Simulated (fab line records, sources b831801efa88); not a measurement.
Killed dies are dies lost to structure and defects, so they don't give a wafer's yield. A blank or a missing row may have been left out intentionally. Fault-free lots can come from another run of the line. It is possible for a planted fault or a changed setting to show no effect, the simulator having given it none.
One fault through the eyes of 2 desks -- flow gf180mcu -- each desk holds nothing but its own numbers, with what lay behind them at the end

TOOL OWNER'S DESK, cmp-01
The tool's own readings at GF_STI_CMP_25 (polishes, stops on Si3N4, t overpolish 33 s, target thk 524.6 nm): means of the sampled wafers that have a number, for each lot that ran on this tool. Any lot whose mean is over 4 standard deviations away from the usual mean is out of limits and marked OUT; that distance is given in the brackets.
Columns: A = edge_zone_pressure_frac at GF_STI_CMP_25, usual 1.000; B = head_pressure_psi at GF_STI_CMP_25, usual 3.999 psi; C = motor_current_A at GF_STI_CMP_25, usual 11.4 A; D = overpolish_run_s at GF_STI_CMP_25, usual 33.001 s; E = time_to_endpoint_s at GF_STI_CMP_25, usual 125 s
lot,first seen here,A,B,C,D,E
L669,day 2 19:22,1.006,4.002,10.8,33.005,124
L673,day 3 20:31,1.000,4.015,10.8,33.000,123
L675,day 4 05:58,1.004,3.994,10.3,33.009,124
L688,day 6 23:32,0.998,4.004,11.1,32.993,123
L689,day 7 03:37,0.994,4.002,10.6,32.999,120
Result from this desk: across the 5 lots, nothing is out of limits.

THE METROLOGY DESK
Lot by lot, what the gauges showed, no matter which tool ran the lot: averages of those sampled wafers that carry a number. Any lot whose mean is over 4 standard deviations away from the usual mean is out of limits and marked OUT; that distance is given in the brackets.
Columns: A = LVPWELL_OVL at GF_LVPWELL_OVL_MEAS_07, usual -2.0 nm
lot,first seen here,A
L666,day 3 20:59,-3.6
L667,day 4 02:48,-2.0
L669,day 4 11:28,-1.5
L671,day 5 00:02,-2.6
L672,day 5 05:32,-2.1
L673,day 5 17:02,-2.9
L675,day 6 02:36,-3.7
L678,day 6 20:36,-1.2
L687,day 8 22:02,-2.7
L688,day 9 04:00,-0.2
L689,day 9 06:46,-2.4
Result from this desk: across the 11 lots, nothing is out of limits.

ALL TOGETHER
Nothing out of limits was seen by the tool owner's desk.
From the metrology desk's view, nothing was out of limits.

WHAT THE SIMULATOR HAD PUT IN
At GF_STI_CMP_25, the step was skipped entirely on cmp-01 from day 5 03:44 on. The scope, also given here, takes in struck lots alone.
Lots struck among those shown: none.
